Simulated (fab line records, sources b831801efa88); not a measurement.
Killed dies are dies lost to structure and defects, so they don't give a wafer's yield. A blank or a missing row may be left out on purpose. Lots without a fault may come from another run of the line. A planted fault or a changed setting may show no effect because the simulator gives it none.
Which tool did it? | flow gf180mcu | 10 lots, 30 wafers sampled, at 6 steps of a route of 602

WHAT THE GAUGES READ, wafer by wafer
GF_M2_CD_MEAS_14: target cd 280 nm. Usual: cd_nm 280.1 nm, standard deviation 1.1.
lot  | measured     | on        | cd_nm (nm)        | flag
L959 | day 19 09:23 | cd_sem-02 | 280.0 279.8 280.5 |
L962 | day 20 10:26 | cd_sem-02 | 279.5 281.4 281.4 |
L969 | day 23 06:26 | cd_sem-02 | 279.3 279.7 280.1 |
L974 | day 24 20:11 | cd_sem-01 | 281.4 280.5 281.8 |
L975 | day 25 00:59 | cd_sem-01 | 281.5 279.9 281.2 |
L977 | day 25 17:46 | cd_sem-02 | 279.6 278.9 278.9 |
L979 | day 26 06:41 | cd_sem-01 | 280.1 279.2 280.2 |
L980 | day 26 13:54 | cd_sem-02 | 280.3 279.7 280.3 |
L981 | day 26 23:21 | cd_sem-01 | 279.5 280.1 281.0 |
L982 | day 27 02:40 | cd_sem-01 | 279.1 279.5 279.3 |

GF_V2_THK_MEAS_03. Usual: V2_CVD_02_THK 846 nm, standard deviation 13.
lot  | measured     | on            | V2_CVD_02_THK (nm) | flag
L959 | day 19 10:22 | film_metro-04 | 847 847 862        |
L962 | day 20 11:29 | film_metro-04 | 831 845 850        |
L969 | day 23 07:32 | film_metro-02 | 827 823 831        |
L974 | day 24 21:13 | film_metro-04 | 845 856 842        |
L975 | day 25 02:00 | film_metro-04 | 839 855 859        |
L977 | day 25 18:46 | film_metro-02 | 855 838 867        |
L979 | day 26 07:47 | film_metro-02 | 829 851 849        |
L980 | day 26 15:01 | film_metro-03 | 821 843 842        |
L981 | day 27 00:49 | film_metro-04 | 823 834 840        |
L982 | day 27 03:46 | film_metro-04 | 833 858 857        |

GF_M3_RS_MEAS_05: measures by four-point-probe. Usual: M3_ALCU_RS 0.0696 ohm/sq, standard deviation 0.00057.
lot  | measured     | on            | M3_ALCU_RS (ohm/sq)                       | flag
L959 | day 20 12:40 | film_metro-02 | 0.0690 0.0697 0.0695                      |
L962 | day 21 13:33 | film_metro-04 | 0.0693 0.0691 0.0691                      |
L969 | day 24 08:05 | film_metro-02 | 0.0969 0.0703 0.0699 0.0968 0.0703 0.0700 | OFF
L974 | day 25 21:35 | film_metro-02 | 0.0695 0.0704 0.0702                      |
L975 | day 26 02:03 | film_metro-01 | 0.0690 0.0697 0.0695                      |
L977 | day 26 18:08 | film_metro-01 | 0.0696 0.0693 0.0695                      |
L979 | day 27 06:51 | film_metro-01 | 0.0693 0.0691 0.0690                      |
L980 | day 27 13:46 | film_metro-02 | 0.0699 0.0698 0.0697                      |
L981 | day 27 23:03 | film_metro-01 | 0.0700 0.0691 0.0687                      |
L982 | day 28 02:45 | film_metro-04 | 0.0701 0.0706 0.0699                      |

GF_M3_THK_MEAS_06: measures by xrf. Usual: M3_ALCU_THK 449 nm, standard deviation 4.5.
lot  | measured     | on            | M3_ALCU_THK (nm)        | flag
L959 | day 20 12:46 | film_metro-02 | 454 449 451             |
L962 | day 21 13:39 | film_metro-04 | 453 455 454             |
L969 | day 24 15:22 | film_metro-02 | 322 442 442 319 440 441 | OFF
L974 | day 25 21:41 | film_metro-02 | 448 442 443             |
L975 | day 26 02:09 | film_metro-01 | 452 445 450             |
L977 | day 26 18:14 | film_metro-01 | 448 452 447             |
L979 | day 27 06:58 | film_metro-01 | 451 450 451             |
L980 | day 27 13:53 | film_metro-02 | 444 445 447             |
L981 | day 27 23:10 | film_metro-01 | 447 455 456             |
L982 | day 28 02:51 | film_metro-04 | 452 446 453             |

WHICH TOOL RAN EACH LOT (tool, then ch and the chambers of the sampled wafers, then the start)
lot  | GF_M3_SPUTTER_02             | GF_M3_SPUTTER_04
L959 | pvd_sputter-04, day 20 12:32 | pvd_sputter-04, day 20 12:35
L962 | pvd_sputter-02, day 21 13:25 | pvd_sputter-02, day 21 13:28
L969 | pvd_sputter-02, day 24 08:00 | pvd_sputter-02, day 24 08:03
L974 | pvd_sputter-01, day 25 21:27 | pvd_sputter-01, day 25 21:31
L975 | pvd_sputter-04, day 26 01:55 | pvd_sputter-04, day 26 01:58
L977 | pvd_sputter-02, day 26 18:01 | pvd_sputter-02, day 26 18:04
L979 | pvd_sputter-02, day 27 06:46 | pvd_sputter-02, day 27 06:49
L980 | pvd_sputter-04, day 27 13:41 | pvd_sputter-04, day 27 13:44
L981 | pvd_sputter-02, day 27 22:58 | pvd_sputter-02, day 27 23:01
L982 | pvd_sputter-01, day 28 02:37 | pvd_sputter-01, day 28 02:40
- GF_M3_SPUTTER_02: material AlCu, target thk 450 nm, time 23.9 s.
- GF_M3_SPUTTER_04: material TiN, target thk 50 nm, time 41.7 s.

WHAT THE TOOLS THEMSELVES READ (means of the sampled wafers that have a number; where no wafer has one, the mark that the record gives instead)
GF_M3_SPUTTER_02. Usual: chamber_pressure_pa 0.4001 Pa, standard deviation 0.00071; throttle_valve_pct 29.7 %, standard deviation 0.97.
lot  | tool           | chamber_pressure_pa (Pa) | throttle_valve_pct (%) | flag
L959 | pvd_sputter-04 | 0.4001                   | 28.9                   |
L962 | pvd_sputter-02 | 0.3995                   | 30.3                   |
L969 | pvd_sputter-02 | 0.3999                   | 30.5                   |
L974 | pvd_sputter-01 | 0.4000                   | 29.1                   |
L975 | pvd_sputter-04 | 0.4002                   | 29.6                   |
L977 | pvd_sputter-02 | 0.4013                   | 30.0                   |
L979 | pvd_sputter-02 | 0.3993                   | 30.1                   |
L980 | pvd_sputter-04 | 0.4000                   | 28.9                   |
L981 | pvd_sputter-02 | 0.4001                   | 30.8                   |
L982 | pvd_sputter-01 | 0.4009                   | 29.1                   |

GF_M3_SPUTTER_04. Usual: chamber_pressure_pa 0.4001 Pa, standard deviation 0.00076; throttle_valve_pct 29.8 %, standard deviation 0.96.
lot  | tool           | chamber_pressure_pa (Pa) | throttle_valve_pct (%) | flag
L959 | pvd_sputter-04 | 0.4002                   | 28.9                   |
L962 | pvd_sputter-02 | 0.3997                   | 30.5                   |
L969 | pvd_sputter-02 | 0.4002                   | 30.5                   |
L974 | pvd_sputter-01 | 0.3999                   | 29.0                   |
L975 | pvd_sputter-04 | 0.4000                   | 29.6                   |
L977 | pvd_sputter-02 | 0.3988                   | 30.1                   |
L979 | pvd_sputter-02 | 0.4002                   | 30.2                   |
L980 | pvd_sputter-04 | 0.4001                   | 29.0                   |
L981 | pvd_sputter-02 | 0.4003                   | 30.9                   |
L982 | pvd_sputter-01 | 0.4003                   | 29.1                   |

THE ANSWER, worked out from the rows above alone
Rule: a lot is off if the mean of its wafers that have a number lies more than 3 standard deviations from the usual mean. A lot without any number at a reading at which 4 lots or more have one is off too. The other lots that the step has rows for count as sound. The gauges are gone through in route order, then the tools' own readings, and for those a lot's mean is taken as printed above. The first step at which some lot is off is used, and at that step the reading that is off furthest; a lot without a number counts as furthest.
Off: L969, at GF_M3_RS_MEAS_05 (M3_ALCU_RS).
A tool fits if, at a process step before that reading, it ran every lot that is off, and no sound lot after the first of them. The gauges at GF_M3_RS_MEAS_05 are tried like those tools. None of those tried fits.

WHAT THE SIMULATOR HAD PUT IN
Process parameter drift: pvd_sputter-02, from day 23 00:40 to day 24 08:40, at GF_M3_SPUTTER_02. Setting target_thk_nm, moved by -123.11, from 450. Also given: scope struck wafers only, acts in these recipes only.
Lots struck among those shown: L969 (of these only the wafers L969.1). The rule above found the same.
